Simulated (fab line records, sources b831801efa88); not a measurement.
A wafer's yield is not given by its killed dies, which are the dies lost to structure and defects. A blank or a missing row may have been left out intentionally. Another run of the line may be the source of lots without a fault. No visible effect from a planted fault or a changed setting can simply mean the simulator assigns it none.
Struck lot and sound lot, side by side :: flow sky130 :: 43 out of 708 route steps
Sound: wafers L811.1, L811.4, L811.5. Struck: wafer L824.3 (left out: L824.4, L824.6 of the same lot, which were not struck); the cause appears at the end.
Per side, at each step with rows, come the tool, then ch with its chambers, and then its first start. Under that, the readings that differ: sound wafers :: struck wafers :: difference of the means :: sigmas: that difference in standard deviations of wafers without a fault.
alike: readings whose means differ by less than 2 such deviations, and words and numbers that are the same on both sides. not compared: withheld readings, readings that some wafer has no value for, bounds like >300 that may hide the same value, and numbers for which the record gives no deviation and whose values overlap.
Wherever a step has rows on one side only, a row that says differs or no value, or a row with sigmas, the two part there. When numbers do not overlap yet have no deviation, they are printed without sigmas and do not part them. Lack of a reading on every wafer of one side parts them only where that side has two or more wafers.

SKY_VIA1_BOW_MEAS_03:
  sound on film metro-04 at day 32 20:50; struck on film metro-04 at day 36 23:59
  alike: VIA1_BOW
then, 8 steps without rows for these wafers: SKY_VIA1_DEHYDRATE_04 (time 60 s); SKY_VIA1_HMDS_05 (prime time 60 s); SKY_VIA1_COAT_06 (resist thk 60 nm); SKY_VIA1_COAT_07 (resist thk 450 nm); SKY_VIA1_SOFTBAKE_08 (time 90 s); SKY_VIA1_EXPOSE_09 (exposes mask VIM, target cd 150 nm); SKY_VIA1_PEB_10; SKY_VIA1_DEVELOP_11 (develop time 60 s).
SKY_VIA1_CD_MEAS_12: target cd 150 nm.
  sound on cd sem-02 at day 33 23:56; struck on cd sem-01 at day 38 01:35
  alike: cd nm
SKY_VIA1_OVL_MEAS_13:
  sound on overlay-02 at day 34 00:03; struck on overlay-02 at day 38 01:40
reading: VIA1_OVL (nm)
sound: 13 2 12
struck: -3
difference: -12
sigmas: -2
SKY_VIA1_ETCH_14: etches BARC in N2/H2, stops on SiO2, time 45.9 s, target depth 60 nm.
  sound on rie diel-01 ch 0,1,3, day 34 00:05; struck on rie diel-01 ch 2, day 38 01:42
reading: throttle valve pct (%)
sound: 13.210 13.217 13.216
struck: 13.246
difference: +0.032
sigmas: +3
  alike: drypump motor current A, oes product au, rf fwd power W
  not compared: rf hours counter h
SKY_VIA1_ETCH_15: etches SiO2 in C4F8/O2/Ar, stops on TiN, target depth 351 nm, time 54 s.
  sound on rie diel-01 ch 0,1,3, day 34 00:08; struck on rie diel-01 ch 2, day 38 01:44
  alike: oes product au, rf fwd power W
  not compared: rf hours counter h
then, 6 steps without rows for these wafers: SKY_VIA1_STRIP_16 (strips in O2/N2); SKY_VIA1_STRIP_17 (strips in post etch residue remover, time 1200 s); SKY_VIA1_CLEAN_18 (cleans in IPA, time 180 s); SKY_VIA1_CLEAN_19 (cleans in O3/DIW); SKY_VIA1_SPUTTER_20 (material TiN, target thk 20 nm, time 80 s); SKY_VIA1_CVD_21 (deposits W, target thk 270 nm, time 80.902 s).
SKY_VIA1_RS_MEAS_22: measures by four-point-probe.
  sound on film metro-04 at day 34 00:56; struck on film metro-03 at day 38 02:34
reading: VIA1_W_RS (ohm/sq)
sound: 0.436 0.431 0.428
struck: 0.442
difference: +0.010
sigmas: +2
SKY_VIA1_THK_MEAS_23: measures by xrf.
  sound on film metro-04 at day 34 01:03; struck on film metro-03 at day 38 02:40
  alike: VIA1_W_THK
then, 1 step without rows for these wafers: SKY_VIA1_CMP_24 (polishes, stops on SiO2, t overpolish 15 s, target thk 0 nm).
SKY_METAL2_SPUTTER_00: material Ti, target thk 15 nm, time 10 s.
  sound on pvd sputter-03 at day 34 01:25; struck on pvd sputter-01 at day 38 03:01
  alike: throttle valve pct
SKY_METAL2_SPUTTER_01: material TiN, target thk 20 nm, time 16.7 s.
  sound on pvd sputter-03 at day 34 01:26; struck on pvd sputter-01 at day 38 03:02
  alike: throttle valve pct
then, 2 steps without rows for these wafers: SKY_METAL2_SPUTTER_02 (material AlCu, target thk 250 nm, time 13.3 s); SKY_METAL2_SPUTTER_03 (material Ti, target thk 5 nm, time 3.3 s).
SKY_METAL2_SPUTTER_04: material TiN, target thk 70 nm, time 58.3 s.
  sound on pvd sputter-03 at day 34 01:30; struck on pvd sputter-01 at day 38 03:06
  alike: throttle valve pct
SKY_METAL2_RS_MEAS_05: measures by four-point-probe.
  sound on film metro-01 at day 34 01:33; struck on film metro-04 at day 38 03:11
  alike: METAL2_ALCU_RS
SKY_METAL2_THK_MEAS_06: measures by xrf.
  sound on film metro-01 at day 34 01:40; struck on film metro-04 at day 38 03:17
reading: METAL2_ALCU_THK (nm)
sound: 240 242 237
struck: 250
difference: +10
sigmas: +3
then, 8 steps without rows for these wafers: SKY_METAL2_DEHYDRATE_07 (time 60 s); SKY_METAL2_HMDS_08 (prime time 60 s); SKY_METAL2_COAT_09 (resist thk 60 nm); SKY_METAL2_COAT_10 (resist thk 450 nm); SKY_METAL2_SOFTBAKE_11 (time 90 s); SKY_METAL2_EXPOSE_12 (exposes mask MM2, target cd 140 nm); SKY_METAL2_PEB_13; SKY_METAL2_DEVELOP_14 (develop time 60 s).
SKY_METAL2_CD_MEAS_15: target cd 140 nm.
  sound on cd sem-02 at day 35 04:17; struck on cd sem-01 at day 39 04:55
  alike: cd nm
SKY_METAL2_OVL_MEAS_16:
  sound on overlay-02 at day 35 04:25; struck on overlay-02 at day 39 05:01
  alike: METAL2_OVL
then, 2 steps without rows for these wafers: SKY_METAL2_DESCUM_17 (chemistry O2, time 8 s); SKY_METAL2_ETCH_18 (etches BARC in N2/H2, stops on SiO2, time 45.9 s, target depth 60 nm).
SKY_METAL2_METAL_ETCH_19: etches the open film in Cl2/BCl3, stops on SiO2, target depth 360 nm, time 78 s.
  sound on rie metal-04 ch 0,1, day 35 04:32; struck on rie metal-02 ch 1, day 39 05:10
  alike: bcl3 flow sccm, drypump motor current A, he backside leak sccm, oes product au, rf fwd power W, throttle valve pct
  not compared: rf hours counter h
-- the record jumps here: 10 days lie between the struck wafers' starts before and after (it left off in module METAL2 and takes up again in module PAD_OPEN, whose first step shown is number 708 of the route) --
SKY_PAD_OPEN_PROBE_99:
  sound on prober-02 at day 45 21:31; struck on prober-01 at day 48 22:33
reading: defect limited yield (%)
sound: 82.1 82.7 79.1
struck: 75.0
difference: -6.3
sigmas: -3

reading: killed_at_M0_to_M3
sound: 47 40 50
struck: 81
difference: +35
sigmas: +5

reading: killed dies
sound: 88 85 103
struck: 123
difference: +31
sigmas: +3

reading: killed on rim
sound: 18 18 19
struck: 29
difference: +11
sigmas: +3

reading: sort_bin_3_pad_short (%)
sound: 1.6 1.0 0.4
struck: 2.8
difference: +1.8
sigmas: +4

reading: sort_bin_6_memory (%)
sound: 5.5 5.7 6.5
struck: 8.9
difference: +3.0
sigmas: +2

reading: sort n pass
sound: 404 407 389
struck: 369
difference: -31
sigmas: -3

reading: sort yield pct (%)
sound: 82.1 82.7 79.1
struck: 75.0
difference: -6.3
sigmas: -3

reading: model.etest.tester.sort n pass
sound: 404 407 389
struck: 369
difference: -31
sigmas: 

reading: model.etest.tester.sort yield pct (%)
sound: 82.11 82.72 79.06
struck: 75
difference: -6
sigmas: 

reading: model.etest.tester.sort_bin_3_pct (%)
sound: 1.626 1.016 0.4065
struck: 2.846
difference: +1.830
sigmas: 
  alike: killed_at_M4_up, killed at contacts, killed at front end, killed at other, killed open, killed short, sort_bin_5_function

WHERE THEY PART
First at SKY_VIA1_OVL_MEAS_13; last, within this record, at SKY_PAD_OPEN_PROBE_99.

WHY: what the simulator had put in
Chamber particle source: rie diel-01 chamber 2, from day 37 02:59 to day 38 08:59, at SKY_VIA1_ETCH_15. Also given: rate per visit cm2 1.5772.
